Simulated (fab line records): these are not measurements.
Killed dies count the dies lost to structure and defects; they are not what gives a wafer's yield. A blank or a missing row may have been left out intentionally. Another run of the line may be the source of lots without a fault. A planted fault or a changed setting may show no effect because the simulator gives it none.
A single fault, viewed from 2 desks -- flow gf180mcu -- only its own numbers are on each desk; what lay behind them is given at the end

== TOOL OWNER'S DESK, plasma_asher-03 ==
The tool's own readings at GF_VT_IMPLANT_STRIP_31 (strips in O2/N2): means of the sampled wafers that have a number, for each lot that ran on this tool. Any lot whose mean is over 4 standard deviations away from the usual mean is out of limits and marked OUT; that distance is given in the brackets.
Columns: A = chamber_pressure_mTorr at GF_VT_IMPLANT_STRIP_31, usual 1500.0 mTorr; B = drypump_motor_current_A at GF_VT_IMPLANT_STRIP_31, usual 5.6 A; C = heater_power_w at GF_VT_IMPLANT_STRIP_31, usual 330 W; D = oes_product_au at GF_VT_IMPLANT_STRIP_31, usual 0.716 a.u.; E = strip_time_to_endpoint_s at GF_VT_IMPLANT_STRIP_31, usual 12.64 s
lot,first seen here,A,B,C,D,E
L398,day 9 01:36,1499.9,5.7,329,0.717,12.59
L402,day 10 03:59,1500.0,5.9,329,0.715,12.64
L412,day 12 21:08,1500.3,5.7,331,0.713,12.67
L413,day 13 00:47,1500.7,5.7,333,0.716,12.67
This desk found nothing out of limits on any of the 4 lots.

== METROLOGY DESK ==
Lot by lot, what the gauges showed, no matter which tool ran the lot: averages of those sampled wafers that carry a number. Any lot whose mean is over 4 standard deviations away from the usual mean is out of limits and marked OUT; that distance is given in the brackets.
Columns: A = VT_IMPLANT_03_OVL at GF_VT_IMPLANT_OVL_MEAS_40, usual 0.1 nm; B = VT_IMPLANT_4_TW at GF_VT_IMPLANT_TW_MEAS_43, usual 690
lot,first seen here,A,B
L394,day 8 17:46,1.7,687
L395,day 8 22:58,-0.4,699
L398,day 9 18:43,1.2,692
L402,day 10 21:32,0.6,691
L404,day 11 08:37,-0.2,29 (-88) OUT
L405,day 11 23:13,-0.2,30 (-88) OUT
L406,day 12 01:37,-0.9,693
L411,day 13 09:13,-1.4,682
L412,day 13 17:55,0.6,702
L413,day 13 21:34,0.3,693
Per this desk, out of limits: L404, L405; the first was L404, day 11 08:54 (VT_IMPLANT_4_TW at GF_VT_IMPLANT_TW_MEAS_43). Within limits: L394, L395, L398, L402, L406, L411, L412, L413.

== TAKEN TOGETHER ==
The metrology desk could have raised an alarm at day 11 08:54, on L404, L405.
The tool owner's desk saw nothing out of limits.
The tool owner's desk has no number on record for L404, L405.
On plasma_asher-03, each named lot ran GF_VT_IMPLANT_STRIP_31.

== WHAT HAD BEEN PUT IN BY THE SIMULATOR ==
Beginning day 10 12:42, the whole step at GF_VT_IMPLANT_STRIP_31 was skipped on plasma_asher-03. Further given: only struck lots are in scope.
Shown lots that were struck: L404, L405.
Delay in hours, fault start to first out-of-limits reading, per desk: metrology desk 20.
